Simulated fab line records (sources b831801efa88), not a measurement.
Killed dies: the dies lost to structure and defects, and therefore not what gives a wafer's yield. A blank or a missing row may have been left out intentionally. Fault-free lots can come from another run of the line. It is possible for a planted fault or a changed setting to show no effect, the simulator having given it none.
fab line records | flow sky130
record: lots: 6 wafers: 18 lastDay: 50
route steps=708 shown POLY_GATE@231 LDD_N@237 PAD_OPEN@708
lots with no fault: from the same line, run without faults
startH: hours from the record's opening day to when the first of the lot's shown wafers began | waitH: hours elapsed since this lot's preceding step | " repeats the value in the row above | L1.1+2: a row that stands for several wafers | - no value, or no start was given | * or withheld: withheld | < > ~ a bound
route shown NAME@n: NAME is a module with steps in the file, n the number in the route of the first one | usual: mean/standard deviation of fault-free wafers | same: alike in all rows | chamber/n: place in a boat | sites: each site's reading | _std_site: standard deviation of those values | _edge_site: mean of outer sites minus mean of inner sites | radiusMm: for every site, how far away it sits from the centre of the wafer | mask NAME#n: copy n | behind: the last tool/chamber to shape the wafer | hold: what put the lot on hold/how long, in hours/how the hold closed | device: names the non-switching transistor (n, p or np) | end of line: tests of these same wafers at the route's end | where a step has no rows: the recipe by itself | killed: dies that structure and defects cost at the first sort, which is not the same as the wafer's yield | map: a wafer's dies, x killed, . not, _ none there
set.NAME: the run value of the setting; set.NAME@STEP: its run value at that earlier step | model.NAME: the simulator's own value behind a step, which no gauge read
lots at some steps of the route; a table a step, a row a wafer
services: from which hour (startH, from the record's first day; less than 0 if before it) a tool's chamber was out of use, for how many hours, and why
== steps ==
step: SKY_POLY_GATE_ETCH_17
recipe: targetDepthNm: 180 stopOn: SiO2 overEtchFrac: 0.56667 chemistry: HBr/Cl2 target: poly-Si icpW: 400 biasW: 100 pressureMtorr: 10 HBr_flow_sccm: 150 Cl2_flow_sccm: 50 timeS: 70.5
usual: drypumpMotorCurrentA: 5.8/0.38 oesProductAu: 0.983/0.0077 throttleValvePct: 33.684/0.0091
columns lot.wafer tool chamber startH waitH drypumpMotorCurrentA oesProductAu rfHoursCounterH throttleValvePct
L529.2 rieSi-02 3 467.11 0.0 6.1 0.982 2.0 33.706
L529.3 " 1 " " 6.5 0.985 5.2 33.686
L529.5 " 1 " " 6.5 0.977 - 33.690
L530.1 rieSi-01 0 486.31 0.0 5.8 0.972 2.1 33.679
L530.2 " 3 " " 6.1 0.987 3.6 33.711
L530.3 " 2 " " 5.1 0.983 0.8 33.680
L533.1 rieSi-01 1 521.91 0.0 5.8 0.983 2.0 33.682
L533.2 " 0 " " 5.8 0.979 2.2 33.683
L533.5 " 2 " " 5.1 0.988 - 33.685
L537.2 rieSi-02 2 542.50 0.0 5.8 0.982 2.0 33.672
L537.3 " 0 " " 6.0 0.987 1.9 33.678
L537.6 " 2 " " 5.8 0.975 - 33.696
L539.2 rieSi-02 3 562.26 0.0 6.1 0.995 2.3 33.687
L539.4 " 0 " " 6.0 0.990 1.9 33.694
L539.6 " 0 " " 6.0 0.981 - 33.699
L540.1 rieSi-01 0 563.91 0.0 5.8 0.982 2.3 33.670
L540.3 " 3 " " 6.1 0.989 3.8 33.686
L540.5 " 2 " " 5.1 0.982 - 33.669
step: SKY_POLY_GATE_STRIP_18
recipe: chemistry: O2/N2 powerW: 1400 pressureMtorr: 1500 platenTempC: withheld o2FlowSccm: 3000 n2FlowSccm: 300 overashFraction: 0.5
usual: drypumpMotorCurrentA: 5.7/0.65 oesProductAu: 0.360/0.0049 stripTimeToEndpointS: 3.17/0.043
columns lot.wafer tool chamber startH waitH drypumpMotorCurrentA oesProductAu rfHoursCounterH stripTimeToEndpointS
L529.2 plasmaAsher-03 0 467.17 0.0 5.0 0.356 36 3.16
L529.3 " 0 " " 5.0 0.357 - 3.16
L529.5 " 1 " " 5.9 0.354 - 3.16
L530.1 plasmaAsher-02 1 486.37 0.0 5.3 0.370 5 3.22
L530.2 " 0 " " 6.7 0.361 5 3.27
L530.3 " 0 " " 6.8 0.359 - 3.20
L533.1 plasmaAsher-01 0 521.96 0.0 4.9 0.355 85 3.11
L533.2 " 1 " " 5.6 0.358 85 3.15
L533.5 " 0 " " 4.9 0.360 - 3.15
L537.2 plasmaAsher-01 1 542.56 0.0 5.7 0.355 88 3.20
L537.3 " 0 " " 4.9 0.363 - 3.16
L537.6 " 0 " " 4.9 0.360 - 3.18
L539.2 plasmaAsher-03 0 562.31 0.0 5.0 0.360 45 3.16
L539.4 " 0 " " 5.0 0.356 - 3.18
L539.6 " 1 " " 5.9 0.356 - 3.21
L540.1 plasmaAsher-03 1 563.96 0.0 5.9 0.360 46 3.22
L540.3 " 1 " " 5.9 0.366 - 3.13
L540.5 " 0 " " 5.0 0.362 - 3.24
step: SKY_POLY_GATE_CLEAN_19
recipe: chemistry: SC1/SC2 mix: 1:4:20 tempC: 70 timeS: 150 dry: n2Spin
step: SKY_POLY_GATE_OXIDATION_20
recipe: tempC: 850 ambient: O2 stabiliseS: 600 purgeS: 300 targetThkA: 40 oxTimeS: 899
step: SKY_POLY_GATE_THK_MEAS_21
recipe: reads: SiO2_of_POLY_GATE_OXIDATION_20
usual: POLY_GATE_OXIDATION_THK: 4.02/0.071
columns lot.wafer tool chamber startH waitH POLY_GATE_OXIDATION_THK[nm]
L529.2 filmMetro-04 - 469.50 0.1 4.03
L529.3 " - " " 3.98
L529.5 " - " " 4.00
L530.1 filmMetro-04 - 487.77 0.0 4.11
L530.2 " - " " 4.08
L530.3 " - " " 4.10
L533.1 filmMetro-01 - 523.36 0.0 4.00
L533.2 " - " " 3.97
L533.5 " - " " 4.04
L537.2 filmMetro-04 - 543.98 0.0 4.07
L537.3 " - " " 4.07
L537.6 " - " " 3.93
L539.2 filmMetro-04 - 564.82 0.0 3.92
L539.4 " - " " 3.86
L539.6 " - " " 3.93
L540.1 filmMetro-01 - 566.06 0.0 4.11
L540.3 " - " " 4.04
L540.5 " - " " 4.15
step: SKY_POLY_GATE_CD_MEAS_22
usual: cdNm: 149.0/2.4
columns lot.wafer tool chamber startH waitH cdNm
L529.2 cdSem-01 - 469.69 0.2 148.9
L529.3 " - " " 144.9
L529.5 " - " " 145.7
L530.1 cdSem-02 - 487.83 0.1 147.9
L530.2 " - " " 150.8
L530.3 " - " " 148.7
L533.1 cdSem-02 - 523.42 0.1 146.6
L533.2 " - " " 151.0
L533.5 " - " " 148.7
L537.2 cdSem-02 - 544.05 0.1 153.2
L537.3 " - " " 149.3
L537.6 " - " " 151.0
L539.2 cdSem-01 - 564.90 0.1 146.9
L539.4 " - " " 150.0
L539.6 " - " " 145.6
L540.1 cdSem-01 - 566.12 0.1 146.6
L540.3 " - " " 145.8
L540.5 " - " " 145.0
step: SKY_LDD_N_DEHYDRATE_00
recipe: tempC: 200 timeS: 60
step: SKY_LDD_N_HMDS_01
recipe: primeTimeS: 60 primeTempC: 120
step: SKY_LDD_N_COAT_02
recipe: resist: NOVOLAK spinRpm: 3000 resistThkNm: 300
step: SKY_LDD_N_SOFTBAKE_03
recipe: tempC: 90 timeS: 60 resist: NOVOLAK
step: SKY_LDD_N_EXPOSE_04
recipe: maskId: NTM targetCdNm: 840 na: 0.6 sourceShape: conventional sigmaOuter: 0.6 doseMj: 110
step: SKY_LDD_N_PEB_05
recipe: tempC: withheld timeS: * resist: NOVOLAK
step: SKY_LDD_N_DEVELOP_06
recipe: developTimeS: 60 devTempC: 23
usual: developerTempC: 23.02/0.1
columns lot.wafer tool chamber startH waitH developerTempC
L529.2 lithoTrack-04 0 500.14 0.1 24.10
L529.3 " 0 " " 23.80
L529.5 " 0 " " 23.88
L530.1 lithoTrack-04 0 517.92 0.1 24.09
L530.2 " 0 " " 24.11
L530.3 " 0 " " 23.97
L533.1 lithoTrack-02 0 553.67 0.1 23.07
L533.2 " 0 " " 22.98
L533.5 " 0 " " 23.04
L537.2 lithoTrack-02 0 573.40 0.1 22.91
L537.3 " 0 " " 22.91
L537.6 " 0 " " 22.73
L539.2 lithoTrack-02 0 593.95 0.1 22.90
L539.4 " 0 " " 23.05
L539.6 " 0 " " 22.96
L540.1 lithoTrack-04 0 594.92 0.1 23.07
L540.3 " 0 " " 23.14
L540.5 " 0 " " 22.99
step: SKY_LDD_N_OVL_MEAS_07
usual: LDD_N_OVL: 0.2/1.2
columns lot.wafer tool chamber startH waitH LDD_N_OVL[nm]
L529.2 overlay-01 - 500.27 0.1 0.8
L529.3 " - " " -2.7
L529.5 " - " " -1.2
L530.1 overlay-02 - 518.07 0.1 1.5
L530.2 " - " " 1.1
L530.3 " - " " -1.4
L533.1 overlay-01 - 553.82 0.1 1.9
L533.2 " - " " 2.1
L533.5 " - " " 1.4
L537.2 overlay-02 - 573.53 0.1 0.2
L537.3 " - " " -0.5
L537.6 " - " " -0.2
L539.2 overlay-01 - 594.08 0.1 -0.8
L539.4 " - " " 2.0
L539.6 " - " " 0.4
L540.1 overlay-01 - 595.07 0.1 2.8
L540.3 " - " " 3.9
L540.5 " - " " 3.4
step: SKY_PAD_OPEN_PROBE_99
usual: killed_at_M0_to_M3: 43/7.2 killed_at_M4_up: 3.5/2 killedAtContacts: 24/5.2 killedAtFrontEnd: 15/4.4 killedAtOther: 0.2/0.48 killedDies: 85/9.4 killedOpen: 46/7.3 killedShort: 39/6.1
same: grossDies: 492 killedAtBackSide: 0
columns lot.wafer tool chamber startH waitH killed_at_M0_to_M3 killed_at_M4_up killedAtContacts killedAtFrontEnd killedAtOther killedDies killedOpen killedShort
L529.2 prober-02 - 1127.20 0.1 48 7 21 10 0 86 39 47
L529.3 prober-02 - 1127.25 0.2 39 3 18 12 0 72 43 29
L529.5 prober-02 - 1127.35 0.2 28 2 17 21 0 68 34 34
L533.1 prober-01 - 1166.58 0.1 33 5 28 11 0 77 55 22
L533.2 prober-01 - 1166.63 0.1 47 1 20 20 0 88 43 45
L533.5 prober-01 - 1166.78 0.2 38 2 28 19 0 87 43 43
L537.2 prober-02 - 1187.79 0.1 39 1 30 19 0 89 48 41
L537.3 prober-02 - 1187.84 0.2 39 3 22 21 1 86 41 41
L537.6 prober-02 - 1187.99 0.2 50 2 19 14 0 85 37 48
killed by level:class
L529.2 VIA2:geometricParticle:open=12 METAL2:geometricParticle:short=9 VIA1:geometricParticle:open=7 CONTACT:geometricParticle:open=6 METAL4:geometricParticle:short=6 LOCAL_INTERCONNECT:geometricParticle:short=5 VIA1:geometricParticle:short=5 METAL1:geometricParticle:short=4
L529.3 VIA1:geometricParticle:open=12 CONTACT:geometricParticle:open=8 METAL1:geometricParticle:short=5 POLY_GATE:geometricParticle:open=4 METAL2:geometricParticle:short=4 LI_CONTACT:geometricParticle:open=4 VIA1:geometricParticle:short=4 FIELD_ISO:geometricParticle:open=3
L529.5 CONTACT:geometricParticle:open=9 FIELD_ISO:geometricParticle:open=8 POLY_GATE:geometricParticle:short=6 METAL1:geometricParticle:short=4 VIA1:geometricParticle:open=4 METAL2:geometricParticle:short=4 SPACER:geometricParticle:short=3 CONTACT:geometricParticle:short=3
L533.1 LI_CONTACT:geometricParticle:open=12 VIA1:geometricParticle:open=11 CONTACT:geometricParticle:open=10 VIA2:geometricParticle:open=4 CONTACT:geometricParticle:short=4 FIELD_ISO:geometricParticle:open=3 POLY_CUT:geometricParticle:open=3 VIA1:geometricParticle:short=3
L533.2 VIA1:geometricParticle:open=13 CONTACT:geometricParticle:open=10 VIA1:geometricParticle:short=9 FIELD_ISO:geometricParticle:short=8 METAL1:geometricParticle:short=6 POLY_GATE:geometricParticle:short=5 METAL2:geometricParticle:short=5 LI_CONTACT:geometricParticle:open=4
L533.5 VIA1:geometricParticle:open=12 CONTACT:geometricParticle:open=10 POLY_GATE:geometricParticle:short=7 LOCAL_INTERCONNECT:geometricParticle:short=6 LI_CONTACT:geometricParticle:open=6 METAL1:geometricParticle:short=5 POLY_GATE:geometricParticle:open=5 CONTACT:geometricParticle:short=4
L537.2 CONTACT:geometricParticle:open=15 VIA1:geometricParticle:open=8 METAL1:geometricParticle:short=8 METAL2:geometricParticle:short=8 POLY_GATE:geometricParticle:short=7 VIA3:geometricParticle:open=7 LI_CONTACT:geometricParticle:open=6 POLY_GATE:geometricParticle:open=4
L537.3 VIA1:geometricParticle:open=9 METAL2:geometricParticle:short=9 CONTACT:geometricParticle:open=7 VIA3:geometricParticle:open=6 FIELD_ISO:geometricParticle:short=5 LI_CONTACT:geometricParticle:open=5 VIA1:geometricParticle:short=5 POLY_GATE:geometricParticle:open=4
L537.6 VIA1:geometricParticle:open=12 CONTACT:geometricParticle:open=8 METAL2:geometricParticle:short=8 METAL1:geometricParticle:short=6 VIA1:geometricParticle:short=6 VIA3:geometricParticle:open=6 METAL3:geometricParticle:short=5 FIELD_ISO:geometricParticle:short=4
== services ==
columns tool chamber startH hours kind
plasmaAsher-03 - 444.97 2.4 repair
plasmaAsher-02 - 445.38 5.6 repair
plasmaAsher-03 - 470.61 2.8 pm
rieSi-01 2 513.61 6.5 repair
plasmaAsher-02 - 523.77 1.7 repair
plasmaAsher-01 - 556.40 12.4 pm
rieSi-01 - 567.09 0.3 repair
plasmaAsher-02 - 581.61 2.8 pm
plasmaAsher-02 - 592.81 21.6 repair
== key ==
firstSign: step: SKY_LDD_N_DEVELOP_06 reading: developerTempC direction: up sigmas: 9.4 usual: * struck: *
effect none on later readings
metAt SKY_LDD_N_DEVELOP_06
struckWafers L529.2,L529.3,L529.5,L530.1,L530.2,L530.3
testerLeftOut L529,L530
fault: kind: processParameterDrift tool: lithoTrack-04 chamber: - onsetH: 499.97 steps: SKY_LDD_N_DEVELOP_06 channel: devTempC offset: * shape: step endH: 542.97 actsIn: * stated: *
testerLeftOut: of these lots the tester's yield and bins aren't shown, on N5 and GAA mostly nor the transistor test; their killed dies are dies lost to structure and defects alone, not to doping, threshold or leakage, so they don't give the yield
